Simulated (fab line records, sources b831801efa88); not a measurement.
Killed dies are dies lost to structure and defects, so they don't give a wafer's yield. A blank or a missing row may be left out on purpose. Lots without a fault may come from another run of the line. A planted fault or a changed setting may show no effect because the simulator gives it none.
fab line records | flow sky130
record lots=24 wafers=72 last_day=50
route steps=708 shown METAL1@449 VIA1@481 METAL2@487 VIA2@527 METAL4@600
lots that met no fault: from a run of the same line without faults
start_h: hours from the record's first day to the start of the lot's first wafer shown | wait_h: hours since the lot's step before | " the same as in the row above | L1.1+2: a row that stands for several wafers | - no value, or no start given | * or withheld: withheld | < > ~ a bound
route shown NAME@n: a module of which the file shows steps, and the number in the route of the first | usual: mean/standard deviation of fault-free wafers | same: alike in all rows | chamber/n: place in a boat | sites: the reading at each site | _std_site: their standard deviation | _edge_site: outer sites' mean less inner sites' | radius_mm: how far each site lies from the wafer's centre | mask NAME#n: copy n | behind: the tool/chamber that last shaped the wafer | hold: why the lot was held/for how many hours/how that ended | device: the transistor (n, p or np) that didn't switch | end of line: the same wafers' tests at the end of the route | a step without rows: its recipe alone | killed: dies lost to structure and defects at the first sort, not the wafer's yield | map: a wafer's dies, x killed, . not, _ none there
set.NAME: the setting as run; set.NAME@STEP: as run at that earlier step | model.NAME: the simulator's own value behind a step, which no gauge read
steps of the route over a sample of lots; a table a step, a row a wafer
services: from which hour (start_h, from the record's first day; less than 0 if before it) a tool's chamber was out of use, for how many hours, and why
## steps
# step SKY_METAL1_CD_MEAS_15
# recipe target_cd_nm=140
# usual cd_nm=140.3/1.2
# columns lot.wafer tool chamber start_h wait_h cd_nm
L074.3 cd_sem-01 - 761.25 - 138.8
L074.5 " - " " 140.3
L074.6 " - " " 140.8
L075.2 cd_sem-01 - 768.81 - 140.9
L075.3 " - " " 141.2
L075.6 " - " " 139.7
L076.1 cd_sem-01 - 787.01 - 140.9
L076.2 " - " " 140.0
L076.6 " - " " 140.2
L077.2 cd_sem-01 - 803.31 - 139.0
L077.3 " - " " 139.7
L077.4 " - " " 139.4
L078.3 cd_sem-01 - 809.00 - 141.4
L078.5 " - " " 140.3
L078.6 " - " " 142.3
L080.1 cd_sem-02 - 819.96 - 138.5
L080.2 " - " " 140.5
L080.5 " - " " 138.2
L079.2 cd_sem-02 - 821.11 - 138.4
L079.3 " - " " 139.5
L079.5 " - " " 139.0
L081.1 cd_sem-01 - 822.69 - 140.3
L081.4 " - " " 140.2
L081.6 " - " " 141.0
L082.2 cd_sem-01 - 828.89 - 140.0
L082.3 " - " " 140.3
L082.6 " - " " 140.3
L083.3 cd_sem-01 - 835.98 - 140.7
L083.4 " - " " 140.8
L083.5 " - " " 141.7
L085.2 cd_sem-02 - 852.81 - 141.0
L085.3 " - " " 140.4
L085.6 " - " " 140.7
L084.2 cd_sem-01 - 855.08 - 138.3
L084.3 " - " " 139.7
L084.6 " - " " 140.0
L086.1 cd_sem-01 - 856.66 - 141.0
L086.4 " - " " 141.2
L086.6 " - " " 141.8
L087.2 cd_sem-02 - 864.49 - 139.7
L087.4 " - " " 138.2
L087.6 " - " " 139.7
L088.2 cd_sem-02 - 877.65 - 143.7
L088.3 " - " " 143.8
L088.6 " - " " 143.6
L089.2 cd_sem-02 - 882.04 - 140.8
L089.3 " - " " 140.6
L089.5 " - " " 142.5
L090.1 cd_sem-02 - 887.92 - 139.8
L090.2 " - " " 140.9
L090.4 " - " " 139.6
L091.1 cd_sem-02 - 893.46 - 140.3
L091.2 " - " " 140.7
L091.4 " - " " 139.6
L092.1 cd_sem-01 - 902.89 - 139.6
L092.2 " - " " 139.7
L092.6 " - " " 139.1
L093.3 cd_sem-01 - 905.25 - 140.1
L093.4 " - " " 140.1
L093.5 " - " " 139.2
L094.3 cd_sem-01 - 908.41 - 140.1
L094.4 " - " " 137.7
L094.5 " - " " 139.4
L095.1 cd_sem-02 - 917.44 - 141.0
L095.2 " - " " 142.8
L095.5 " - " " 141.6
L096.2 cd_sem-02 - 940.44 - 140.1
L096.5 " - " " 141.1
L096.6 " - " " 140.4
L097.1 cd_sem-01 - 941.57 - 141.7
L097.2 " - " " 139.9
L097.6 " - " " 140.8
# step SKY_VIA1_THK_MEAS_23
# recipe thk_meas_gauge=xrf reads=W_of_VIA1_CVD_21
# usual VIA1_W_THK=267/3.8
# columns lot.wafer tool chamber start_h wait_h VIA1_W_THK[nm]
L074.3 film_metro-02 - 791.77 0.1 263
L074.5 " - " " 266
L074.6 " - " " 268
L075.2 film_metro-01 - 797.51 0.1 269
L075.3 " - " " 268
L075.6 " - " " 263
L076.1 film_metro-01 - 815.81 0.1 270
L076.2 " - " " 265
L076.6 " - " " 266
L077.2 film_metro-01 - 832.73 0.1 266
L077.3 " - " " 266
L077.4 " - " " 265
L078.3 film_metro-04 - 838.04 0.1 261
L078.5 " - " " 258
L078.6 " - " " 261
L080.1 film_metro-02 - 849.39 0.1 257
L080.2 " - " " 260
L080.5 " - " " 255
L079.2 film_metro-01 - 850.41 0.1 265
L079.3 " - " " 266
L079.5 " - " " 267
L081.1 film_metro-02 - 851.67 0.1 271
L081.4 " - " " 267
L081.6 " - " " 273
L082.2 film_metro-02 - 858.30 0.1 265
L082.3 " - " " 270
L082.6 " - " " 265
L083.3 film_metro-04 - 865.07 0.1 264
L083.4 " - " " 270
L083.5 " - " " 268
L085.2 film_metro-01 - 881.57 0.1 261
L085.3 " - " " 263
L085.6 " - " " 261
L084.2 film_metro-04 - 884.03 0.1 268
L084.3 " - " " 271
L084.6 " - " " 269
L086.1 film_metro-02 - 885.50 0.1 270
L086.4 " - " " 274
L086.6 " - " " 273
L087.2 film_metro-01 - 892.37 0.1 268
L087.4 " - " " 265
L087.6 " - " " 269
L088.2 film_metro-02 - 905.49 0.1 271
L088.3 " - " " 272
L088.6 " - " " 271
L089.2 film_metro-04 - 909.26 0.1 267
L089.3 " - " " 269
L089.5 " - " " 265
L090.1 film_metro-01 - 916.18 0.1 266
L090.2 " - " " 267
L090.4 " - " " 268
L091.1 film_metro-02 - 921.00 0.1 274
L091.2 " - " " 266
L091.4 " - " " 269
L092.1 film_metro-02 - 929.37 0.1 274
L092.2 " - " " 270
L092.6 " - " " 268
L093.3 film_metro-04 - 932.66 0.1 267
L093.4 " - " " 272
L093.5 " - " " 269
L094.3 film_metro-04 - 936.46 0.1 264
L094.4 " - " " 270
L094.5 " - " " 263
L095.1 film_metro-04 - 945.08 0.1 267
L095.2 " - " " 266
L095.5 " - " " 268
L096.2 film_metro-02 - 967.37 0.1 271
L096.5 " - " " 270
L096.6 " - " " 268
L097.1 film_metro-04 - 968.06 0.1 270
L097.2 " - " " 272
L097.6 " - " " 270
# step SKY_METAL2_SPUTTER_04
# recipe material=TiN target_thk_nm=70 power_w=6500 time_s=58.3 chamber_pressure_pa=0.4
# usual throttle_valve_pct=30.1/0.75
# columns lot.wafer tool chamber start_h wait_h throttle_valve_pct
L074.3 pvd_sputter-01 - 792.20 0.0 30.9
L074.5 " - " " 30.1
L074.6 " - " " 30.5
L075.2 pvd_sputter-03 - 797.95 0.0 29.5
L075.3 " - " " 29.5
L075.6 " - " " 29.8
L076.1 pvd_sputter-01 - 816.26 0.0 31.3
L076.2 " - " " 29.3
L076.6 " - " " 30.4
L077.2 pvd_sputter-03 - 833.27 0.0 30.3
L077.3 " - " " 30.0
L077.4 " - " " 29.5
L078.3 pvd_sputter-01 - 838.47 0.0 30.2
L078.5 " - " " 29.1
L078.6 " - " " 30.1
L080.1 pvd_sputter-01 - 849.84 0.0 30.3
L080.2 " - " " 29.1
L080.5 " - " " 29.0
L079.2 pvd_sputter-01 - 850.85 0.0 30.4
L079.3 " - " " 30.2
L079.5 " - " " 31.0
L081.1 pvd_sputter-01 - 852.12 0.0 30.2
L081.4 " - " " 30.8
L081.6 " - " " 30.3
L082.2 pvd_sputter-01 - 858.75 0.0 30.3
L082.3 " - " " 30.9
L082.6 " - " " 30.2
L083.3 pvd_sputter-01 - 865.50 0.0 29.2
L083.4 " - " " 30.3
L083.5 " - " " 30.4
L085.2 pvd_sputter-03 - 882.01 0.0 30.2
L085.3 " - " " 29.7
L085.6 " - " " 30.0
L084.2 pvd_sputter-03 - 884.47 0.0 29.5
L084.3 " - " " 29.5
L084.6 " - " " 30.1
L086.1 pvd_sputter-03 - 885.96 0.0 30.3
L086.4 " - " " 28.9
L086.6 " - " " 30.1
L087.2 pvd_sputter-03 - 892.81 0.0 30.2
L087.4 " - " " 29.2
L087.6 " - " " 29.4
L088.2 pvd_sputter-01 - 905.93 0.0 30.4
L088.3 " - " " 31.0
L088.6 " - " " 30.3
L089.2 pvd_sputter-04 - 909.73 0.0 32.1
L089.3 " - " " 30.1
L089.5 " - " " 31.5
L090.1 pvd_sputter-03 - 916.63 0.0 29.7
L090.2 " - " " 30.2
L090.4 " - " " 29.3
L091.1 pvd_sputter-04 - 921.46 0.0 32.2
L091.2 " - " " 31.6
L091.4 " - " " 29.9
L092.1 pvd_sputter-03 - 929.82 0.0 29.7
L092.2 " - " " 30.3
L092.6 " - " " 30.2
L093.3 pvd_sputter-03 - 933.09 0.0 29.3
L093.4 " - " " 29.3
L093.5 " - " " 29.9
L094.3 pvd_sputter-04 - 936.90 0.0 31.4
L094.4 " - " " 29.8
L094.5 " - " " 31.5
L095.1 pvd_sputter-01 - 945.53 0.0 30.0
L095.2 " - " " 30.1
L095.5 " - " " 30.1
L096.2 pvd_sputter-01 - 967.81 0.0 30.0
L096.5 " - " " 29.4
L096.6 " - " " 31.1
L097.1 pvd_sputter-01 - 968.55 0.0 30.2
L097.2 " - " " 31.0
L097.6 " - " " 30.1
# step SKY_VIA2_SPUTTER_20
# recipe material=TiN target_thk_nm=20 chamber_pressure_pa=5 power_w=4000 time_s=80
# usual throttle_valve_pct=30.5/1.1
# columns lot.wafer tool chamber start_h wait_h throttle_valve_pct
L074.3 pvd_sputter-01 - 847.11 0.0 30.2
L074.5 " - " " 30.2
L074.6 " - " " 28.9
L075.2 pvd_sputter-02 - 852.17 0.0 29.2
L075.3 " - " " 29.7
L075.6 " - " " 29.8
L076.1 pvd_sputter-04 - 871.40 0.0 31.8
L076.2 " - " " 31.7
L076.6 " - " " 32.3
L077.2 pvd_sputter-01 - 887.78 0.0 30.3
L077.3 " - " " 28.9
L077.4 " - " " 31.1
L078.3 pvd_sputter-02 - 892.64 0.0 29.7
L078.5 " - " " 29.2
L078.6 " - " " 29.9
L080.1 pvd_sputter-01 - 905.08 0.0 30.1
L080.2 " - " " 29.1
L080.5 " - " " 31.1
L079.2 pvd_sputter-02 - 905.59 0.0 29.8
L079.3 " - " " 29.3
L079.5 " - " " 29.5
L081.1 pvd_sputter-04 - 906.15 0.0 31.7
L081.4 " - " " 31.6
L081.6 " - " " 31.9
L082.2 pvd_sputter-01 - 912.80 0.0 29.2
L082.3 " - " " 30.1
L082.6 " - " " 30.8
L083.3 pvd_sputter-04 - 917.28 0.0 32.2
L083.4 " - " " 31.8
L083.5 " - " " 32.0
L085.2 pvd_sputter-02 - 934.30 0.0 29.9
L085.3 " - " " 29.6
L085.6 " - " " 29.9
L084.2 pvd_sputter-01 - 937.67 0.0 31.2
L084.3 " - " " 29.0
L084.6 " - " " 30.2
L086.1 pvd_sputter-04 - 939.71 0.0 30.1
L086.4 " - " " 31.5
L086.6 " - " " 32.1
L087.2 pvd_sputter-02 - 945.20 0.0 32.3
L087.4 " - " " 29.8
L087.6 " - " " 30.0
L088.2 pvd_sputter-04 - 957.29 0.0 30.0
L088.3 " - " " 31.4
L088.6 " - " " 29.9
L089.2 pvd_sputter-01 - 961.43 0.0 30.4
L089.3 " - " " 30.8
L089.5 " - " " 30.4
L090.1 pvd_sputter-01 - 967.49 0.0 30.0
L090.2 " - " " 29.9
L090.4 " - " " 30.9
L091.1 pvd_sputter-02 - 973.55 0.0 32.3
L091.2 " - " " 29.2
L091.4 " - " " 29.6
L092.1 pvd_sputter-02 - 979.82 0.0 29.2
L092.2 " - " " 32.3
L092.6 " - " " 29.2
L093.3 pvd_sputter-02 - 983.28 0.0 29.2
L093.4 " - " " 32.2
L093.5 " - " " 29.1
L094.3 pvd_sputter-02 - 988.20 0.0 32.6
L094.4 " - " " 29.6
L094.5 " - " " 29.1
L095.1 pvd_sputter-02 - 994.90 0.0 29.4
L095.2 " - " " 32.0
L095.5 " - " " 29.7
L096.2 pvd_sputter-01 - 1016.71 0.0 30.7
L096.5 " - " " 28.7
L096.6 " - " " 31.1
L097.1 pvd_sputter-04 - 1017.74 0.0 32.1
L097.2 " - " " 32.1
L097.6 " - " " 31.5
# step SKY_VIA2_CVD_21
# recipe material=W target_thk_nm=420 time_s=126.4 temp_c=400 pressure_torr=40
# usual heater_power_outer_w=476/46 heater_power_w=779/97
# columns lot.wafer tool chamber start_h wait_h heater_power_outer_w heater_power_w
L074.3 cvd_w-02 0 847.21 0.1 439 731
L074.5 " 1 " " 439 738
L074.6 " 0 " " 435 730
L075.2 cvd_w-01 1 852.24 0.0 559 989
L075.3 " 0 " " 500 751
L075.6 " 1 " " 565 971
L076.1 cvd_w-01 1 871.46 0.0 583 986
L076.2 " 0 " " 475 750
L076.6 " 1 " " 565 980
L077.2 cvd_w-02 1 887.84 0.0 437 766
L077.3 " 1 " " 459 774
L077.4 " 0 " " 447 714
L078.3 cvd_w-01 0 892.74 0.1 483 766
L078.5 " 0 " " 493 739
L078.6 " 1 " " 568 969
L080.1 cvd_w-02 1 905.14 0.0 440 740
L080.2 " 0 " " 452 715
L080.5 " 1 " " 443 747
L079.2 cvd_w-02 0 905.65 0.0 444 753
L079.3 " 1 " " 451 731
L079.5 " 0 " " 433 736
L081.1 cvd_w-02 1 906.21 0.0 459 755
L081.4 " 1 " " 439 744
L081.6 " 1 " " 436 742
L082.2 cvd_w-02 0 912.86 0.0 432 727
L082.3 " 1 " " 452 762
L082.6 " 0 " " 443 701
L083.3 cvd_w-02 1 917.40 0.1 434 748
L083.4 " 0 " " 459 717
L083.5 " 0 " " 444 712
L085.2 cvd_w-01 0 934.36 0.0 434 676
L085.3 " 1 " " 541 886
L085.6 " 0 " " 452 666
L084.2 cvd_w-02 1 937.74 0.0 443 723
L084.3 " 0 " " 446 716
L084.6 " 0 " " 444 734
L086.1 cvd_w-01 0 939.77 0.0 433 666
L086.4 " 0 " " 427 674
L086.6 " 1 " " 538 897
L087.2 cvd_w-02 1 945.26 0.0 458 762
L087.4 " 1 " " 452 740
L087.6 " 1 " " 450 752
L088.2 cvd_w-01 0 957.35 0.0 446 663
L088.3 " 1 " " 534 888
L088.6 " 0 " " 438 667
L089.2 cvd_w-01 1 961.53 0.1 539 876
L089.3 " 1 " " 544 911
L089.5 " 1 " " 527 893
L090.1 cvd_w-02 0 967.55 0.0 448 739
L090.2 " 1 " " 446 759
L090.4 " 0 " " 451 719
L091.1 cvd_w-01 1 973.61 0.0 540 885
L091.2 " 0 " " 444 655
L091.4 " 1 " " 536 924
L092.1 cvd_w-01 0 979.88 0.0 452 681
L092.2 " 1 " " 553 914
L092.6 " 0 " " 447 694
L093.3 cvd_w-01 1 983.38 0.1 539 901
L093.4 " 0 " " 440 663
L093.5 " 1 " " 538 928
L094.3 cvd_w-01 0 988.30 0.1 430 680
L094.4 " 1 " " 547 919
L094.5 " 1 " " 543 922
L095.1 cvd_w-02 1 994.96 0.0 449 730
L095.2 " 0 " " 436 749
L095.5 " 1 " " 454 731
L096.2 cvd_w-01 1 1016.77 0.0 543 910
L096.5 " 1 " " 533 889
L096.6 " 0 " " 435 683
L097.1 cvd_w-01 0 1017.80 0.0 451 658
L097.2 " 1 " " 538 923
L097.6 " 1 " " 545 932
# step SKY_METAL4_SPUTTER_02
# recipe material=AlCu target_thk_nm=735 power_w=10600 time_s=39.1 chamber_pressure_pa=0.4
# usual throttle_valve_pct=30.5/1.2
# columns lot.wafer tool chamber start_h wait_h throttle_valve_pct
L074.3 pvd_sputter-02 - 927.96 0.0 29.5
L074.5 " - " " 32.2
L074.6 " - " " 29.6
L075.2 pvd_sputter-02 - 933.41 0.0 29.2
L075.3 " - " " 32.4
L075.6 " - " " 29.5
L076.1 pvd_sputter-02 - 949.88 0.0 32.4
L076.2 " - " " 29.0
L076.6 " - " " 32.3
L077.2 pvd_sputter-02 - 967.49 0.0 29.8
L077.3 " - " " 28.9
L077.4 " - " " 32.1
L078.3 pvd_sputter-02 - 970.76 0.0 29.3
L078.5 " - " " 29.6
L078.6 " - " " 29.2
L080.1 pvd_sputter-04 - 981.56 0.0 31.7
L080.2 " - " " 31.5
L080.5 " - " " 31.4
L079.2 pvd_sputter-02 - 983.06 0.0 29.1
L079.3 " - " " 32.2
L079.5 " - " " 32.3
L081.1 pvd_sputter-04 - 984.29 0.0 31.7
L081.4 " - " " 29.7
L081.6 " - " " 32.3
L082.2 pvd_sputter-02 - 991.38 0.0 29.5
L082.3 " - " " 29.0
L082.6 " - " " 29.8
L083.3 pvd_sputter-01 - 994.18 0.0 30.3
L083.4 " - " " 31.0
L083.5 " - " " 30.0
L085.2 pvd_sputter-04 - 1010.38 0.0 31.6
L085.3 " - " " 29.8
L085.6 " - " " 30.0
L084.2 pvd_sputter-04 - 1013.64 0.0 30.3
L084.3 " - " " 31.8
L084.6 " - " " 31.2
L086.1 pvd_sputter-01 - 1015.77 0.0 29.0
L086.4 " - " " 29.9
L086.6 " - " " 31.0
L087.2 pvd_sputter-04 - 1020.02 0.0 31.8
L087.4 " - " " 31.4
L087.6 " - " " 32.4
L088.2 pvd_sputter-01 - 1032.68 0.0 30.9
L088.3 " - " " 29.2
L088.6 " - " " 30.1
L089.2 pvd_sputter-04 - 1036.92 0.0 30.1
L089.3 " - " " 31.5
L089.5 " - " " 31.7
L090.1 pvd_sputter-01 - 1042.28 0.0 30.2
L090.2 " - " " 28.9
L090.4 " - " " 29.9
L091.1 pvd_sputter-02 - 1048.21 0.0 30.0
L091.2 " - " " 29.5
L091.4 " - " " 32.3
L092.1 pvd_sputter-02 - 1052.93 0.0 29.3
L092.2 " - " " 29.5
L092.6 " - " " 29.6
L093.3 pvd_sputter-02 - 1056.43 0.0 29.6
L093.4 " - " " 32.3
L093.5 " - " " 29.1
L094.3 pvd_sputter-02 - 1061.23 0.0 31.9
L094.4 " - " " 29.6
L094.5 " - " " 32.4
L095.1 pvd_sputter-01 - 1067.97 0.0 30.3
L095.2 " - " " 29.2
L095.5 " - " " 29.2
L096.2 pvd_sputter-02 - 1087.20 0.0 29.7
L096.5 " - " " 32.3
L096.6 " - " " 29.6
L097.1 pvd_sputter-01 - 1088.46 0.0 30.2
L097.2 " - " " 29.8
L097.6 " - " " 30.8
## services
# columns tool chamber start_h hours kind
pvd_sputter-01 - 799.47 5.5 repair
pvd_sputter-02 - 810.01 38.3 repair
cvd_w-01 1 829.81 10.7 repair
pvd_sputter-01 3 832.59 - consumable_replace:kit
pvd_sputter-01 3 832.59 18.0 scheduled_down
pvd_sputter-01 3 832.59 18.0 vent_cycle
pvd_sputter-01 - 849.20 0.5 repair
pvd_sputter-04 - 851.69 3.7 repair
pvd_sputter-04 - 891.01 0.6 repair
pvd_sputter-01 - 892.50 10.0 repair
cvd_w-01 - 904.00 14.0 pm
pvd_sputter-04 - 922.71 3.3 repair
pvd_sputter-01 - 924.79 6.6 repair
cvd_w-01 - 940.42 6.0 pm
pvd_sputter-02 - 941.72 2.0 repair
cvd_w-02 - 946.42 6.0 pm
cvd_w-01 0 961.19 3.1 repair
pvd_sputter-02 1 970.87 - consumable_replace:kit
pvd_sputter-01 - 974.30 11.3 repair
pvd_sputter-03 - 989.84 2.7 repair
pvd_sputter-04 - 1037.28 1.0 repair
pvd_sputter-02 - 1067.28 1.7 repair
pvd_sputter-01 - 1069.32 1.1 repair
cvd_w-02 0 1069.57 4.7 repair
## key
fault none
